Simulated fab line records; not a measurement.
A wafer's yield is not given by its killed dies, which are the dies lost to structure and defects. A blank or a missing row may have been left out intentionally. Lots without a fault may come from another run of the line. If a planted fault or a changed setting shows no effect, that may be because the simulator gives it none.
Which tool did it? || flow gf180mcu || 42 wafers from 14 lots sampled at 3 of the route's 602 steps

## WHAT EACH GAUGE READ, for each wafer
GF_HV_LDD_TW_MEAS_23. Usual: HV_LDD_2_TW 1051, standard deviation 10.
{"lot": "L699", "measured": "day 10 16:30", "on": "filmMetro-02", "HV_LDD_2_TW": "1053 1047 1054", "flag": ""}
{"lot": "L700", "measured": "day 10 23:05", "on": "filmMetro-04", "HV_LDD_2_TW": "1045 1036 1039", "flag": ""}
{"lot": "L701", "measured": "day 11 08:47", "on": "filmMetro-03", "HV_LDD_2_TW": "1055 1064 1063", "flag": ""}
{"lot": "L702", "measured": "day 11 16:19", "on": "filmMetro-03", "HV_LDD_2_TW": "1066 1060 1056", "flag": ""}
{"lot": "L703", "measured": "day 12 02:02", "on": "filmMetro-02", "HV_LDD_2_TW": "1070 1055 1060", "flag": ""}
{"lot": "L704", "measured": "day 12 04:10", "on": "filmMetro-02", "HV_LDD_2_TW": "1064 1063 1059", "flag": ""}
{"lot": "L705", "measured": "day 12 08:49", "on": "filmMetro-04", "HV_LDD_2_TW": "1037 1035 1038", "flag": ""}
{"lot": "L706", "measured": "day 12 16:14", "on": "filmMetro-04", "HV_LDD_2_TW": "1042 1036 1041", "flag": ""}
{"lot": "L707", "measured": "day 12 22:59", "on": "filmMetro-03", "HV_LDD_2_TW": "1067 1061 1061", "flag": ""}
{"lot": "L714", "measured": "day 15 21:53", "on": "filmMetro-04", "HV_LDD_2_TW": "1036 1043 1043", "flag": ""}
{"lot": "L715", "measured": "day 16 07:29", "on": "filmMetro-02", "HV_LDD_2_TW": "1050 1052 1056", "flag": ""}
{"lot": "L716", "measured": "day 17 04:16", "on": "filmMetro-03", "HV_LDD_2_TW": "1068 1068 1066", "flag": ""}
{"lot": "L718", "measured": "day 17 18:50", "on": "filmMetro-02", "HV_LDD_2_TW": "1060 1058 1061", "flag": ""}
{"lot": "L721", "measured": "day 18 12:05", "on": "filmMetro-04", "HV_LDD_2_TW": "1046 1047 1044", "flag": ""}

GF_HV_LDD_CD_MEAS_46: the cd target is 400 nm. Usual: 400.0 nm for cdNm, sd 2.1.
{"lot": "L699", "measured": "day 12 06:12", "on": "cdSem-01", "cdNm (nm)": "398.8 396.0 398.8", "flag": ""}
{"lot": "L700", "measured": "day 12 12:56", "on": "cdSem-01", "cdNm (nm)": "403.7 402.7 403.1", "flag": ""}
{"lot": "L701", "measured": "day 12 23:47", "on": "cdSem-02", "cdNm (nm)": "396.7 397.1 395.5", "flag": ""}
{"lot": "L702", "measured": "day 13 07:59", "on": "cdSem-02", "cdNm (nm)": "400.7 401.8 400.7", "flag": ""}
{"lot": "L703", "measured": "day 13 18:19", "on": "cdSem-01", "cdNm (nm)": "399.5 401.0 400.1", "flag": ""}
{"lot": "L704", "measured": "day 13 19:28", "on": "cdSem-02", "cdNm (nm)": "401.2 400.5 401.4", "flag": ""}
{"lot": "L705", "measured": "day 14 00:50", "on": "cdSem-01", "cdNm (nm)": "398.2 400.6 399.7", "flag": ""}
{"lot": "L706", "measured": "day 14 07:56", "on": "cdSem-01", "cdNm (nm)": "399.5 397.7 399.1", "flag": ""}
{"lot": "L707", "measured": "day 14 15:26", "on": "cdSem-01", "cdNm (nm)": "399.0 400.1 395.8", "flag": ""}
{"lot": "L714", "measured": "day 17 20:05", "on": "cdSem-02", "cdNm (nm)": "400.2 400.8 401.6", "flag": ""}
{"lot": "L715", "measured": "day 18 06:14", "on": "cdSem-01", "cdNm (nm)": "400.3 400.5 397.4", "flag": ""}
{"lot": "L716", "measured": "day 19 02:25", "on": "cdSem-02", "cdNm (nm)": "403.7 403.6 403.1", "flag": ""}
{"lot": "L718", "measured": "day 19 18:03", "on": "cdSem-01", "cdNm (nm)": "398.1 398.4 399.9", "flag": ""}
{"lot": "L721", "measured": "day 20 11:59", "on": "cdSem-01", "cdNm (nm)": "401.2 404.6 402.6", "flag": ""}

## TOOL THAT RAN EACH LOT (tool first, then ch and the chambers of the sampled wafers, then the start)
{"lot": "L699", "GF_MVSD_EXPOSE_04": "ilineStepper-01 ch 0, day 4 03:52"}
{"lot": "L700", "GF_MVSD_EXPOSE_04": "ilineStepper-02 ch 0, day 4 10:00"}
{"lot": "L701", "GF_MVSD_EXPOSE_04": "ilineStepper-02 ch 0, day 4 17:31"}
{"lot": "L702", "GF_MVSD_EXPOSE_04": "ilineStepper-02 ch 0, day 4 20:28"}
{"lot": "L703", "GF_MVSD_EXPOSE_04": "ilineStepper-02 ch 0, day 5 03:52"}
{"lot": "L704", "GF_MVSD_EXPOSE_04": "ilineStepper-01 ch 0, day 5 08:37"}
{"lot": "L705", "GF_MVSD_EXPOSE_04": "ilineStepper-01 ch 0, day 5 13:36"}
{"lot": "L706", "GF_MVSD_EXPOSE_04": "ilineStepper-01 ch 0, day 5 20:10"}
{"lot": "L707", "GF_MVSD_EXPOSE_04": "ilineStepper-01 ch 0, day 5 23:43"}
{"lot": "L714", "GF_MVSD_EXPOSE_04": "ilineStepper-01 ch 0, day 7 21:34"}
{"lot": "L715", "GF_MVSD_EXPOSE_04": "ilineStepper-01 ch 0, day 8 07:14"}
{"lot": "L716", "GF_MVSD_EXPOSE_04": "ilineStepper-02 ch 0, day 8 19:28"}
{"lot": "L718", "GF_MVSD_EXPOSE_04": "ilineStepper-02 ch 0, day 9 07:32"}
{"lot": "L721", "GF_MVSD_EXPOSE_04": "ilineStepper-02 ch 0, day 9 18:36"}
- GF_MVSD_EXPOSE_04: exposes mask MVSD, target cd 1000 nm.

## WHAT THE TOOLS THEMSELVES READ (means of the sampled wafers that have a number; where no wafer has one, the mark that the record gives instead)
GF_MVSD_EXPOSE_04. Usual: exposureDoseMJCm2 260.07, standard deviation 0.27; stageVelMmS 500.00 mm/s, standard deviation 0.23.
{"lot": "L699", "tool": "ilineStepper-01", "exposureDoseMJCm2": 260.32, "stageVelMmS (mm/s)": 499.89, "flag": ""}
{"lot": "L700", "tool": "ilineStepper-02", "exposureDoseMJCm2": 260.24, "stageVelMmS (mm/s)": 499.74, "flag": ""}
{"lot": "L701", "tool": "ilineStepper-02", "exposureDoseMJCm2": 259.64, "stageVelMmS (mm/s)": 500.05, "flag": ""}
{"lot": "L702", "tool": "ilineStepper-02", "exposureDoseMJCm2": 259.59, "stageVelMmS (mm/s)": 500.14, "flag": ""}
{"lot": "L703", "tool": "ilineStepper-02", "exposureDoseMJCm2": 260.06, "stageVelMmS (mm/s)": 500.14, "flag": ""}
{"lot": "L704", "tool": "ilineStepper-01", "exposureDoseMJCm2": 260.20, "stageVelMmS (mm/s)": 499.93, "flag": ""}
{"lot": "L705", "tool": "ilineStepper-01", "exposureDoseMJCm2": 259.92, "stageVelMmS (mm/s)": 500.00, "flag": ""}
{"lot": "L706", "tool": "ilineStepper-01", "exposureDoseMJCm2": 260.05, "stageVelMmS (mm/s)": 499.69, "flag": ""}
{"lot": "L707", "tool": "ilineStepper-01", "exposureDoseMJCm2": 259.98, "stageVelMmS (mm/s)": 500.27, "flag": ""}
{"lot": "L714", "tool": "ilineStepper-01", "exposureDoseMJCm2": 255.83, "stageVelMmS (mm/s)": 500.09, "flag": "OFF"}
{"lot": "L715", "tool": "ilineStepper-01", "exposureDoseMJCm2": 255.77, "stageVelMmS (mm/s)": 500.09, "flag": "OFF"}
{"lot": "L716", "tool": "ilineStepper-02", "exposureDoseMJCm2": 260.40, "stageVelMmS (mm/s)": 500.24, "flag": ""}
{"lot": "L718", "tool": "ilineStepper-02", "exposureDoseMJCm2": 260.16, "stageVelMmS (mm/s)": 499.89, "flag": ""}
{"lot": "L721", "tool": "ilineStepper-02", "exposureDoseMJCm2": 260.00, "stageVelMmS (mm/s)": 499.78, "flag": ""}

## THE ANSWER, worked out from the rows above alone
Rule: take the mean of a lot's wafers that have a number; if it is more than 3 standard deviations from the usual mean, the lot is off. Also off: a lot with no number at a reading for which 4 or more lots have one. The other lots that the step has rows for count as sound. Order of review: gauges by route order, followed by the tools' own readings, for which a lot's mean as printed above is used. At the first step where some lot is off, the reading lying furthest off is the one used; lots without a number count as furthest.
Off: L714, L715, at GF_MVSD_EXPOSE_04 (exposureDoseMJCm2).
If a tool, at that step or one of the process steps before it, ran each lot that is off and ran no sound lot following the first of them, it fits. One candidate fits, namely ilineStepper-01 at GF_MVSD_EXPOSE_04. A fault onset in the window from L707 (day 5 23:43, its last sound lot) to L714 (day 7 21:34, its first lot off) fits.
The tool's own readings at GF_MVSD_EXPOSE_04 bear it out: on the lots that are off they differ by more than 5 times the standard deviation of the sound lots' means. exposureDoseMJCm2 reads 255.80 there against 260.05 on the sound lots.

## WHAT THE SIMULATOR HAD PUT IN
Process parameter drift: ilineStepper-01, from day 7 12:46 on, at GF_MVSD_EXPOSE_04. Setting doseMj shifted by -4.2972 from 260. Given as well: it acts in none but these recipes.
Shown lots that were struck: L714, L715. This agrees with what the rule above found.
